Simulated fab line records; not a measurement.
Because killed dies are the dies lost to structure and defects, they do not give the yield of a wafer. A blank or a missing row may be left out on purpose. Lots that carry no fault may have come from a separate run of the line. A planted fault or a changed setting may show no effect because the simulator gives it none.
Which of the tools did it? -- flow sky130 -- 11 lots with 33 wafers sampled at 4 steps, on a route of 708 steps

## WHAT THE GAUGES SHOWED, per wafer
SKY_LI_CONTACT_RS_MEAS_22: a four-point-probe measurement.
lot,measured,on,LI_CONTACT_W_RS (ohm/sq)
L524,day 29 13:20,film metro-02,0.266 0.268 0.271
L525,day 30 09:50,film metro-01,0.262 0.259 0.260
L527,day 30 12:13,film metro-03,0.267 0.263 0.270
L529,day 32 04:34,film metro-02,0.262 0.264 0.262
L531,day 32 06:47,film metro-01,0.261 0.263 0.261
L533,day 32 14:38,film metro-01,0.270 0.260 0.268
L536,day 34 10:05,film metro-01,0.262 0.262 0.262
L537,day 34 14:05,film metro-02,0.271 0.266 0.265
L541,day 34 21:13,film metro-02,0.267 0.260 0.261
L543,day 35 20:48,film metro-01,0.266 0.269 0.265
L544,day 35 23:01,film metro-01,0.268 0.263 0.269

SKY_CONTACT_THK_MEAS_01.
lot,measured,on,CONTACT_CVD_00_THK (nm)
L524,day 30 19:12,film metro-04,73.6 75.2 74.4
L525,day 31 14:48,film metro-04,74.9 75.6 74.9
L527,day 31 18:07,film metro-02,74.4 75.2 75.6
L529,day 33 09:40,film metro-04,75.2 76.3 77.4
L531,day 33 11:26,film metro-04,75.2 74.1 75.7
L533,day 33 19:19,film metro-02,73.8 75.7 76.3
L536,day 35 14:15,film metro-03,74.7 74.9 75.6
L537,day 35 17:50,film metro-04,74.4 35.5 74.7
L541,day 36 02:00,film metro-03,75.5 76.0 76.2
L543,day 37 01:19,film metro-04,75.1 73.9 75.3
L544,day 37 02:28,film metro-02,74.2 75.6 75.5

## WHICH TOOL RAN EACH LOT (tool, then ch and the chambers of the sampled wafers, then the start)
lot,SKY_LI_CONTACT_ETCH_14,SKY_CONTACT_CVD_00
L524,"rie diel-01 ch 0,2, day 29 12:39","pecvd-02 ch 1, day 30 19:06"
L525,"rie diel-04 ch 2,3, day 30 09:05","pecvd-01 ch 1,2, day 31 14:45"
L527,"rie diel-03 ch 1,2, day 30 11:30","pecvd-02 ch 1,2, day 31 18:05"
L529,"rie diel-04 ch 0,1,2, day 32 03:53","pecvd-02 ch 0,1, day 33 09:38"
L531,"rie diel-04 ch 0,1,3, day 32 06:04","pecvd-04 ch 0,1,2, day 33 11:23"
L533,"rie diel-01 ch 0,1, day 32 13:53","pecvd-02 ch 0,1,2, day 33 19:16"
L536,"rie diel-03 ch 0,1,2, day 34 09:22","pecvd-02 ch 1, day 35 14:12"
L537,"rie diel-03 ch 0,3, day 34 13:24","pecvd-02 ch 0,2, day 35 17:47"
L541,"rie diel-01 ch 0,3, day 34 20:28","pecvd-01 ch 0,1,2, day 36 01:57"
L543,"rie diel-04 ch 1,2,3, day 35 20:06","pecvd-01 ch 0,2, day 37 01:17"
L544,"rie diel-01 ch 0,1,2, day 35 22:17","pecvd-04 ch 1,2, day 37 02:25"
- SKY_LI_CONTACT_ETCH_14: etches BARC in N2/H2, stops on SiO2, time 45.9 s, target depth 60 nm.
- SKY_CONTACT_CVD_00: deposits Si3N4, target thk 75 nm.

## WHAT THE TOOLS THEMSELVES READ (means of the sampled wafers that have a number; where no wafer has one, the mark that the record gives instead)
SKY_LI_CONTACT_ETCH_14.
lot,tool,drypump motor current A (A),oes product au (a.u.),throttle valve pct (%)
L524,rie diel-01,6.17,0.858,13.229
L525,rie diel-04,5.75,0.853,13.225
L527,rie diel-03,5.79,0.858,13.228
L529,rie diel-04,5.94,0.855,13.232
L531,rie diel-04,5.84,0.856,13.219
L533,rie diel-01,6.03,0.852,13.231
L536,rie diel-03,5.70,0.854,13.224
L537,rie diel-03,5.75,0.855,13.226
L541,rie diel-01,6.06,0.855,13.222
L543,rie diel-04,5.67,0.850,13.226
L544,rie diel-01,6.15,0.856,13.228

SKY_CONTACT_CVD_00.
lot,tool,heater power w (W)
L524,pecvd-02,767
L525,pecvd-01,690
L527,pecvd-02,767
L529,pecvd-02,698
L531,pecvd-04,717
L533,pecvd-02,740
L536,pecvd-02,756
L537,pecvd-02,789
L541,pecvd-01,803
L543,pecvd-01,929
L544,pecvd-04,664

## THE ANSWER, worked out from the rows above alone
Rule: the usual values come from the lots themselves. The widest of any qualifying gaps counts: lots, ordered by their means at a reading, are off when they make up no more than a third of the lots, leave a main group of 4 or more, and stand apart from it by 3 or more times the standard deviation of that group's means. The tables above print the reading to a certain number of digits; a main group whose means all agree to those digits is not used. A lot without any number at a reading at which 4 lots or more have one is off too. The other lots that the step has rows for count as sound. The gauges are gone through in route order, then the tools' own readings, and for those a lot's mean is taken as printed above. The first step at which some lot is off is used, and at that step the reading that is off furthest; a lot without a number counts as furthest.
Off: L537, seen at SKY_CONTACT_THK_MEAS_01 (CONTACT_CVD_00_THK). The main group: mean 75.2 nm, standard deviation 0.51.
A tool fits if, at a process step before that reading, it ran every lot that is off, and no sound lot after the first of them. The gauges at SKY_CONTACT_THK_MEAS_01 are tried like those tools. This does not decide it: 2 tools fit, namely rie diel-03 at SKY_LI_CONTACT_ETCH_14 and pecvd-02 at SKY_CONTACT_CVD_00.

## WHAT THE SIMULATOR HAD PUT IN
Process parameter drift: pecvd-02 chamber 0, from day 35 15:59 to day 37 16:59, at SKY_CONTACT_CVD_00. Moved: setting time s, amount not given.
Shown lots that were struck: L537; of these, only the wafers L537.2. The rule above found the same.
